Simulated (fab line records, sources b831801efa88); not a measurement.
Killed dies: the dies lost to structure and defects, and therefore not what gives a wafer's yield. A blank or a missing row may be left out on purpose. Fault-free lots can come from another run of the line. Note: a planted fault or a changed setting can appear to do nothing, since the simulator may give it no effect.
Which of the tools did it? :: flow sky130 :: 42 wafers from 14 lots sampled at 5 of the route's 708 steps

== WHAT THE GAUGES SHOWED, per wafer ==
SKY_LI_CONTACT_RS_MEAS_22: a four-point-probe measurement. Usual: LI_CONTACT_W_RS gives 0.285 ohm/sq (standard deviation 0.0041).
lot: L683
measured: day 30 14:24
on: film metro-03
LI_CONTACT_W_RS (ohm/sq): 0.290 0.287 0.288
flag: 

lot: L684
measured: day 30 16:36
on: film metro-04
LI_CONTACT_W_RS (ohm/sq): 0.286 0.286 0.281
flag: 

lot: L685
measured: day 30 18:31
on: film metro-01
LI_CONTACT_W_RS (ohm/sq): 0.286 0.284 0.280
flag: 

lot: L686
measured: day 31 04:37
on: film metro-01
LI_CONTACT_W_RS (ohm/sq): 0.287 0.284 0.283
flag: 

lot: L687
measured: day 31 16:48
on: film metro-03
LI_CONTACT_W_RS (ohm/sq): 0.286 0.287 0.286
flag: 

lot: L688
measured: day 31 22:58
on: film metro-01
LI_CONTACT_W_RS (ohm/sq): 0.289 0.287 0.282
flag: 

lot: L690
measured: day 32 02:16
on: film metro-03
LI_CONTACT_W_RS (ohm/sq): 0.292 0.290 0.288
flag: 

lot: L694
measured: day 33 11:14
on: film metro-03
LI_CONTACT_W_RS (ohm/sq): 0.285 0.287 0.288
flag: 

lot: L699
measured: day 34 17:36
on: film metro-03
LI_CONTACT_W_RS (ohm/sq): 0.279 0.284 0.284
flag: 

lot: L700
measured: day 35 05:47
on: film metro-01
LI_CONTACT_W_RS (ohm/sq): 0.286 0.282 0.288
flag: 

lot: L701
measured: day 35 12:46
on: film metro-03
LI_CONTACT_W_RS (ohm/sq): 0.283 0.290 0.280
flag: 

lot: L702
measured: day 36 00:59
on: film metro-03
LI_CONTACT_W_RS (ohm/sq): 0.292 0.281 0.289
flag: 

lot: L703
measured: day 36 10:28
on: film metro-03
LI_CONTACT_W_RS (ohm/sq): 0.284 0.276 0.289
flag: 

lot: L705
measured: day 36 13:23
on: film metro-01
LI_CONTACT_W_RS (ohm/sq): 0.274 0.278 0.288
flag: 

SKY_LOCAL_INTERCONNECT_THK_MEAS_02: measures by xrf. Usual: LOCAL_INTERCONNECT_TIN_THK gives 100.9 nm (standard deviation 1.2).
lot: L683
measured: day 30 15:04
on: film metro-03
LOCAL_INTERCONNECT_TIN_THK (nm): 100.6 101.6 101.1
flag: 

lot: L684
measured: day 30 17:16
on: film metro-01
LOCAL_INTERCONNECT_TIN_THK (nm): 97.8 100.3 101.0
flag: 

lot: L685
measured: day 30 19:10
on: film metro-03
LOCAL_INTERCONNECT_TIN_THK (nm): 100.2 100.0 102.6
flag: 

lot: L686
measured: day 31 05:17
on: film metro-03
LOCAL_INTERCONNECT_TIN_THK (nm): 100.9 101.0 103.3
flag: 

lot: L687
measured: day 31 17:28
on: film metro-01
LOCAL_INTERCONNECT_TIN_THK (nm): 102.4 99.9 100.3
flag: 

lot: L688
measured: day 31 23:37
on: film metro-01
LOCAL_INTERCONNECT_TIN_THK (nm): 99.9 100.4 100.7
flag: 

lot: L690
measured: day 32 03:13
on: film metro-02
LOCAL_INTERCONNECT_TIN_THK (nm): 101.5 101.8 100.6
flag: 

lot: L694
measured: day 33 11:52
on: film metro-02
LOCAL_INTERCONNECT_TIN_THK (nm): 101.3 100.9 100.0
flag: 

lot: L699
measured: day 34 18:16
on: film metro-01
LOCAL_INTERCONNECT_TIN_THK (nm): 99.3 100.5 98.2
flag: 

lot: L700
measured: day 35 06:35
on: film metro-03
LOCAL_INTERCONNECT_TIN_THK (nm): 101.9 102.0 102.9
flag: 

lot: L701
measured: day 35 13:25
on: film metro-02
LOCAL_INTERCONNECT_TIN_THK (nm): 102.5 102.7 102.5
flag: 

lot: L702
measured: day 36 01:39
on: film metro-03
LOCAL_INTERCONNECT_TIN_THK (nm): 102.0 101.5 102.1
flag: 

lot: L703
measured: day 36 11:07
on: film metro-02
LOCAL_INTERCONNECT_TIN_THK (nm): 102.1 101.7 101.2
flag: 

lot: L705
measured: day 36 14:02
on: film metro-01
LOCAL_INTERCONNECT_TIN_THK (nm): 99.2 98.6 100.0
flag: 

SKY_CONTACT_THK_MEAS_03. Usual: CONTACT_HDPCVD_THK gives 566 nm (standard deviation 6.4).
lot: L683
measured: day 31 19:25
on: film metro-02
CONTACT_HDPCVD_THK (nm): 575 582 577
flag: 

lot: L684
measured: day 31 21:59
on: film metro-02
CONTACT_HDPCVD_THK (nm): 574 552 574
flag: 

lot: L685
measured: day 32 00:10
on: film metro-03
CONTACT_HDPCVD_THK (nm): 567 562 571
flag: 

lot: L686
measured: day 32 10:55
on: film metro-03
CONTACT_HDPCVD_THK (nm): 565 565 563
flag: 

lot: L687
measured: day 32 21:19
on: film metro-04
CONTACT_HDPCVD_THK (nm): 281 280 568
flag: OFF

lot: L688
measured: day 33 04:26
on: film metro-03
CONTACT_HDPCVD_THK (nm): 573 562 564
flag: 

lot: L690
measured: day 33 07:53
on: film metro-04
CONTACT_HDPCVD_THK (nm): 564 278 568
flag: OFF

lot: L694
measured: day 34 15:18
on: film metro-03
CONTACT_HDPCVD_THK (nm): 561 576 575
flag: 

lot: L699
measured: day 35 21:41
on: film metro-03
CONTACT_HDPCVD_THK (nm): 557 559 565
flag: 

lot: L700
measured: day 36 09:52
on: film metro-02
CONTACT_HDPCVD_THK (nm): 562 567 564
flag: 

lot: L701
measured: day 36 16:57
on: film metro-04
CONTACT_HDPCVD_THK (nm): 563 571 573
flag: 

lot: L702
measured: day 37 05:49
on: film metro-02
CONTACT_HDPCVD_THK (nm): 571 566 571
flag: 

lot: L703
measured: day 37 15:29
on: film metro-03
CONTACT_HDPCVD_THK (nm): 571 561 566
flag: 

lot: L705
measured: day 37 17:52
on: film metro-02
CONTACT_HDPCVD_THK (nm): 572 569 566
flag: 

== TOOL THAT RAN EACH LOT (tool first, then ch and the chambers of the sampled wafers, then the start) ==
lot: L683
SKY_LI_CONTACT_CMP_24: cmp-02 ch 0,3, day 30 14:34
SKY_CONTACT_HDPCVD_02: hdpcvd-01 ch 0,1, day 31 19:20

lot: L684
SKY_LI_CONTACT_CMP_24: cmp-02 ch 1,2, day 30 16:46
SKY_CONTACT_HDPCVD_02: hdpcvd-01 ch 0,1,2, day 31 21:54

lot: L685
SKY_LI_CONTACT_CMP_24: cmp-02 ch 0,1,2, day 30 18:40
SKY_CONTACT_HDPCVD_02: hdpcvd-02 ch 1,2, day 32 00:05

lot: L686
SKY_LI_CONTACT_CMP_24: cmp-02 ch 0,1,3, day 31 04:48
SKY_CONTACT_HDPCVD_02: hdpcvd-02 ch 0,1,2, day 32 10:51

lot: L687
SKY_LI_CONTACT_CMP_24: cmp-02 ch 2,3, day 31 16:58
SKY_CONTACT_HDPCVD_02: hdpcvd-02 ch 0,2, day 32 21:14

lot: L688
SKY_LI_CONTACT_CMP_24: cmp-01 ch 0,1,2, day 31 23:11
SKY_CONTACT_HDPCVD_02: hdpcvd-01 ch 0,1, day 33 04:22

lot: L690
SKY_LI_CONTACT_CMP_24: cmp-01 ch 0,1,3, day 32 02:44
SKY_CONTACT_HDPCVD_02: hdpcvd-02 ch 0,1,2, day 33 07:49

lot: L694
SKY_LI_CONTACT_CMP_24: cmp-02 ch 1,2,3, day 33 11:31
SKY_CONTACT_HDPCVD_02: hdpcvd-01 ch 0,1,2, day 34 15:13

lot: L699
SKY_LI_CONTACT_CMP_24: cmp-01 ch 0,1, day 34 17:46
SKY_CONTACT_HDPCVD_02: hdpcvd-02 ch 0,1, day 35 21:37

lot: L700
SKY_LI_CONTACT_CMP_24: cmp-01 ch 0,1,2, day 35 06:07
SKY_CONTACT_HDPCVD_02: hdpcvd-02 ch 0,1, day 36 09:46

lot: L701
SKY_LI_CONTACT_CMP_24: cmp-01 ch 1,2, day 35 12:55
SKY_CONTACT_HDPCVD_02: hdpcvd-02 ch 0,1, day 36 16:50

lot: L702
SKY_LI_CONTACT_CMP_24: cmp-01 ch 0,1,3, day 36 01:10
SKY_CONTACT_HDPCVD_02: hdpcvd-02 ch 0, day 37 05:37

lot: L703
SKY_LI_CONTACT_CMP_24: cmp-01 ch 0,1,2, day 36 10:40
SKY_CONTACT_HDPCVD_02: hdpcvd-01 ch 1,2, day 37 15:24

lot: L705
SKY_LI_CONTACT_CMP_24: cmp-02 ch 0,1, day 36 13:32
SKY_CONTACT_HDPCVD_02: hdpcvd-02 ch 0,1, day 37 17:46
- SKY_LI_CONTACT_CMP_24: polishes, stops on PSG, t overpolish 20 s, target thk 0 nm.
- SKY_CONTACT_HDPCVD_02: deposits SiO2, target thk 565 nm, time 94.2 s.

== AS READ BY THE TOOLS THEMSELVES (means over the sampled wafers that have a number; for cases with no such wafer, the mark the record gives instead) ==
SKY_LI_CONTACT_CMP_24. Usual: motor current A 11.1 A, standard deviation 0.7; overpolish run s 20.001 s, standard deviation 0.0088; time to endpoint s 97 s, standard deviation 4.9.
lot: L683
tool: cmp-02
motor current A (A): 10.4
overpolish run s (s): 19.993
time to endpoint s (s): 95
flag: 

lot: L684
tool: cmp-02
motor current A (A): 11.3
overpolish run s (s): 20.002
time to endpoint s (s): 101
flag: 

lot: L685
tool: cmp-02
motor current A (A): 11.0
overpolish run s (s): 19.998
time to endpoint s (s): 103
flag: 

lot: L686
tool: cmp-02
motor current A (A): 11.0
overpolish run s (s): 19.998
time to endpoint s (s): 98
flag: 

lot: L687
tool: cmp-02
motor current A (A): 10.6
overpolish run s (s): 20.005
time to endpoint s (s): 98
flag: 

lot: L688
tool: cmp-01
motor current A (A): 11.2
overpolish run s (s): 19.996
time to endpoint s (s): 91
flag: 

lot: L690
tool: cmp-01
motor current A (A): 11.7
overpolish run s (s): 20.006
time to endpoint s (s): 89
flag: 

lot: L694
tool: cmp-02
motor current A (A): 11.0
overpolish run s (s): 19.992
time to endpoint s (s): 101
flag: 

lot: L699
tool: cmp-01
motor current A (A): 11.6
overpolish run s (s): 20.008
time to endpoint s (s): 89
flag: 

lot: L700
tool: cmp-01
motor current A (A): 11.1
overpolish run s (s): 20.008
time to endpoint s (s): 97
flag: 

lot: L701
tool: cmp-01
motor current A (A): 11.4
overpolish run s (s): 20.000
time to endpoint s (s): 100
flag: 

lot: L702
tool: cmp-01
motor current A (A): 11.1
overpolish run s (s): 20.006
time to endpoint s (s): 99
flag: 

lot: L703
tool: cmp-01
motor current A (A): 11.2
overpolish run s (s): 20.008
time to endpoint s (s): 97
flag: 

lot: L705
tool: cmp-02
motor current A (A): 11.0
overpolish run s (s): 20.005
time to endpoint s (s): 101
flag: 

== THE ANSWER, worked out from the rows above alone ==
Rule: lot off if the mean of its wafers having a number is beyond 3 standard deviations from the usual mean. Also off: a lot with no number at a reading for which 4 or more lots have one. The other lots that the step has rows for count as sound. First the gauges in route order, then the tools' own readings, where a lot's mean is used as printed above. The first step at which some lot is off is used, and at that step the reading that is off furthest; a lot without a number counts as furthest.
Off: at SKY_CONTACT_THK_MEAS_03 (CONTACT_HDPCVD_THK), L687, L690.
If a tool, at a process step before that reading, ran all the lots that are off and no sound lot after the first of them, it fits. Those tools and the gauges at SKY_CONTACT_THK_MEAS_03 are tried in the same way. Of those tried, none fits.

== WHAT THE SIMULATOR HAD PUT IN ==
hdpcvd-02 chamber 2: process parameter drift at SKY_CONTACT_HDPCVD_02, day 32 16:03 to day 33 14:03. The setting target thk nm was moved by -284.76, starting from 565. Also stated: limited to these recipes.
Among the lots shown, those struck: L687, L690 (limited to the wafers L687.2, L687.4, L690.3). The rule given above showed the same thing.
